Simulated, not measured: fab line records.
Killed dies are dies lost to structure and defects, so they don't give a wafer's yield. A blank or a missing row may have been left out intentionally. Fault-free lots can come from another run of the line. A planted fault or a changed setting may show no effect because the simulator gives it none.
The same fault as seen by 2 desks ; flow sky130 ; every desk sees just its own numbers, and what lay behind them comes last

AT THE TOOL OWNER'S DESK: pvd_sputter-01
The tool's own readings at SKY_METAL5_SPUTTER_02 (material AlCu, target thk 1150 nm, time 61.2 s): means of the sampled wafers that have a number, for each lot that ran on this tool. If a lot's mean is further than 4 standard deviations from the usual mean, the lot is out of limits and carries the mark OUT (the distance appears in the brackets).
Columns: A = cathode_dc_power_W at SKY_METAL5_SPUTTER_02, usual 10600 W; B = throttle_valve_pct at SKY_METAL5_SPUTTER_02, usual 30.2 %
lot;first seen here;A;B
L711;day 44 04:14;10601;30.3
L717;day 46 01:26;10916 (+99 or more) OUT;30.3
L718;day 46 09:02;10916 (+99 or more) OUT;30.2
L720;day 46 14:38;10915 (+99 or more) OUT;30.2
This desk's verdict: out of limits on L717, L718, L720, starting with L717 at day 46 01:26 (cathode_dc_power_W at SKY_METAL5_SPUTTER_02). L711 stayed within limits.

FROM THE METROLOGY DESK
Lot by lot, what the gauges showed, no matter which tool ran the lot: averages of those sampled wafers that carry a number. If a lot's mean is further than 4 standard deviations from the usual mean, the lot is out of limits and carries the mark OUT (the distance appears in the brackets).
Columns: A = VIA4_W_RS at SKY_VIA4_RS_MEAS_19, usual 0.2275 ohm/sq; B = VIA4_W_THK at SKY_VIA4_THK_MEAS_20, usual 500 nm; C = METAL5_ALCU_RS at SKY_METAL5_RS_MEAS_05, usual 0.02701 ohm/sq; D = METAL5_ALCU_THK at SKY_METAL5_THK_MEAS_06, usual 1166 nm
lot;first seen here;A;B;C;D
L706;day 42 11:13;0.2278;495;0.02747;1147
L711;day 44 03:43;0.2282;500;0.02698;1174
L717;day 46 00:55;0.2268;501;0.02596;1221 (+4.2) OUT
L718;day 46 08:30;0.2273;501;0.02646;1191
L720;day 46 14:07;0.2273;500;0.02628;1203
L725;day 47 19:58;0.2256;501;0.02672;1173
L728;day 48 18:06;0.2264;501;0.02742;1146
This desk's finding: out of limits on L717; first on L717, day 46 02:53 (METAL5_ALCU_THK at SKY_METAL5_THK_MEAS_06). L706, L711, L718, L720, L725, L728 stayed within limits.

ALL TOGETHER
The tool owner's desk had the chance to raise an alarm at day 46 01:26 on L717, L718, L720.
Metrology desk: alarm possible at day 46 02:53 on L717.
The metrology desk holds a record of L718, L720, inside its limits.
SKY_METAL5_SPUTTER_02 was run on pvd_sputter-01 by each of the lots named.

WHAT THE SIMULATOR HAD PUT IN
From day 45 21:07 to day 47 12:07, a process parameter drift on pvd_sputter-01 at SKY_METAL5_SPUTTER_02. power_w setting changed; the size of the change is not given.
Struck lots among those shown: L717, L718, L720.
Time in hours from fault onset to the first out-of-limits reading at each desk: tool owner's desk 4, metrology desk 6.
